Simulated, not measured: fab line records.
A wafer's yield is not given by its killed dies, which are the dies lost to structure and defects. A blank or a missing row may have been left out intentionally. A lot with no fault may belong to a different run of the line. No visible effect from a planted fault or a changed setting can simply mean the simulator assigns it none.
Which tool was responsible? :: flow gf180mcu :: Sampling: 6 lots, 18 wafers, 2 of 602 route steps

WHAT THE GAUGES READ, wafer by wafer
GF_LVPWELL_OVL_MEAS_07.
lot: L124
measured: day 4 16:11
on: overlay-02
LVPWELL_OVL (nm): 1.3 0.3 1.2

lot: L126
measured: day 4 22:23
on: overlay-01
LVPWELL_OVL (nm): -0.1 -0.7 -1.9

lot: L137
measured: day 7 03:48
on: overlay-01
LVPWELL_OVL (nm): -0.3 0.7 0.5

lot: L139
measured: day 7 15:24
on: overlay-02
LVPWELL_OVL (nm): 0.8 1.0 1.8

lot: L142
measured: day 8 10:23
on: overlay-02
LVPWELL_OVL (nm): -0.6 0.5 0.5

lot: L144
measured: day 8 19:14
on: overlay-02
LVPWELL_OVL (nm): 1.2 -0.2 0.7

WHAT TOOL EACH LOT RAN ON (gives the tool, then ch and the chambers of the sampled wafers, and finally the start)
lot: L124
GF_DNWELL_STRIP_08: plasmaAsher-02 ch 0,1, day 3 13:53

lot: L126
GF_DNWELL_STRIP_08: plasmaAsher-04 ch 0,1, day 3 20:32

lot: L137
GF_DNWELL_STRIP_08: plasmaAsher-01 ch 0,1, day 5 23:32

lot: L139
GF_DNWELL_STRIP_08: plasmaAsher-01 ch 0,1, day 6 09:58

lot: L142
GF_DNWELL_STRIP_08: plasmaAsher-01 ch 0,1, day 7 03:02

lot: L144
GF_DNWELL_STRIP_08: plasmaAsher-01 ch 0,1, day 7 12:52
- GF_DNWELL_STRIP_08: strips in O2/N2.

THE ANSWER, worked out from the rows above alone
Rule: the lots themselves supply what counts as usual. The widest of any qualifying gaps counts: lots, ordered by their means at a reading, are off when they make up no more than a third of the lots, leave a main group of 4 or more, and stand apart from it by 3 or more times the standard deviation of that group's means. The tables above print the reading to a certain number of digits; a main group whose means all agree to those digits is not used. A lot without any number at a reading at which 4 lots or more have one is off too. All remaining lots with rows at the step are treated as sound.
None of the lots is off at any reading shown; this tells nothing.

WHAT THE SIMULATOR HAD INSERTED
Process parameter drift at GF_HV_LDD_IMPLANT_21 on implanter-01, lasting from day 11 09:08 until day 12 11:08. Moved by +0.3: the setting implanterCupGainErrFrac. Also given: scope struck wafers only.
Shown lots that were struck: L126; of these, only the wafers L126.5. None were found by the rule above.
